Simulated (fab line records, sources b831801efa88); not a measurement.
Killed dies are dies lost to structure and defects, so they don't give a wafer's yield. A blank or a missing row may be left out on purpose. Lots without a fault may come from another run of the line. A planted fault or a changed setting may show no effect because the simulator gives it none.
A struck lot beside a sound one | flow gf180mcu | 17 steps out of a route of 602
Sound: wafers L541.1, L541.4, L541.5. Struck: wafers L549.2, L549.4, L549.6. The cause comes at the end.
At each step with rows: each side's tool, then ch and its chambers, then its first start. Under that, the readings that differ: sound wafers | struck wafers | difference of the means | sigmas: that difference in standard deviations of wafers without a fault.
alike: readings whose means differ by less than 2 such deviations, and words and numbers that are the same on both sides. not compared: withheld readings, readings that some wafer has no value for, bounds like >300 that may hide the same value, and numbers for which the record gives no deviation and whose values overlap.
The two part at a step that has a row with sigmas, a row that says differs or no value, or rows on one side only. Numbers that don't overlap but have no deviation are shown without sigmas and don't part them. A reading that every wafer of one side lacks parts them only if that side has two wafers or more.

GF_MIM_SPUTTER_04: material TiN, target thk 50 nm, time 41.7 s.
  sound on pvd_sputter-02, day 24 07:25; struck on pvd_sputter-03, day 27 07:57
  alike: throttle_valve_pct
GF_MIM_CVD_05: deposits Si3N4, target thk 42 nm, time 29.086 s.
  sound on pecvd-03 ch 0,1,2, day 24 07:27; struck on pecvd-02 ch 0,1, day 27 07:59
  alike: heater_power_w
GF_MIM_THK_MEAS_06:
  sound on film_metro-01, day 24 07:29; struck on film_metro-01, day 27 08:02
  alike: MIM_CVD_05_THK
GF_MIM_SPUTTER_07: material TiN, target thk 60 nm, time 50 s.
  sound on pvd_sputter-03, day 24 07:32; struck on pvd_sputter-04, day 27 08:05
  alike: throttle_valve_pct
GF_MIM_SPUTTER_08: material AlCu, target thk 200 nm, time 10.6 s.
  sound on pvd_sputter-03, day 24 07:35; struck on pvd_sputter-04, day 27 08:07
  alike: throttle_valve_pct
then, 1 step without rows for these wafers: GF_MIM_SPUTTER_09 (material TiN, target thk 35 nm, time 29.2 s).
GF_MIM_RS_MEAS_10: measures by four-point-probe.
  sound on film_metro-04, day 24 07:38; struck on film_metro-04, day 27 08:12
  reading              | sound                | struck               | difference | sigmas
  MIM_ALCU_RS (ohm/sq) | 0.1680 0.1662 0.1637 | 0.1626 0.1606 0.1611 | -0.0045    | -2
GF_MIM_THK_MEAS_11: measures by xrf.
  sound on film_metro-04, day 24 07:46; struck on film_metro-04, day 27 08:19
  reading           | sound             | struck            | difference | sigmas
  MIM_ALCU_THK (nm) | 192.0 193.3 196.3 | 198.8 198.9 199.7 | +5.3       | +2
then, 4 steps without rows for these wafers: GF_MIM_DEHYDRATE_12 (time 60 s); GF_MIM_HMDS_13 (prime time 60 s); GF_MIM_COAT_14 (resist thk 1000 nm); GF_MIM_SOFTBAKE_15 (time 60 s).
GF_MIM_EXPOSE_16: exposes mask FuseTop, target cd 2000 nm.
  sound on iline_stepper-01 ch 0, day 24 19:01; struck on iline_stepper-01, day 27 18:32
  no value came back on the struck wafers for exposure_dose_mJ_cm2, focus_offset_nm (nm), reticle_temp_C (C); on the sound wafers exposure_dose_mJ_cm2 reads 139.99 139.79 139.85
  alike: mask
then, 2 steps without rows for these wafers: GF_MIM_PEB_17; GF_MIM_DEVELOP_18 (develop time 60 s).
GF_MIM_METAL_ETCH_19: etches the open film in Cl2/BCl3, stops on Si3N4, target depth 324.5 nm, time 54.1 s.
  sound on rie_metal-03 ch 1, day 25 05:50; struck on rie_metal-03 ch 0,1, day 28 03:38
  reading               | sound             | struck            | difference | sigmas
  oes_product_au (a.u.) | 0.924 0.914 0.930 | 0.935 0.943 0.940 | +0.017     | +2
  model.MIM.cd_nm (nm)  | 2005 2006 2006    | 4.339 2.67 2.342  | -2002.550  |
  alike: chamber_pressure_mTorr, drypump_motor_current_A, he_backside_leak_sccm, mfc_cl2_sccm, throttle_valve_pct
  not compared: rf_hours_counter_h
GF_MIM_STRIP_20: strips in O2/N2.
  sound on plasma_asher-03 ch 1, day 25 05:54; struck on plasma_asher-04 ch 0,1, day 28 03:42
  alike: chamber_pressure_mTorr, drypump_motor_current_A, heater_power_w, n2_flow_sccm, oes_product_au, strip_time_to_endpoint_s
  not compared: rf_hours_counter_h

WHERE THEY PART
First at GF_MIM_RS_MEAS_10; last, within this record, at GF_MIM_METAL_ETCH_19. Later steps at which nothing parts them and some readings are alike: GF_MIM_STRIP_20.

WHY: what the simulator had put in
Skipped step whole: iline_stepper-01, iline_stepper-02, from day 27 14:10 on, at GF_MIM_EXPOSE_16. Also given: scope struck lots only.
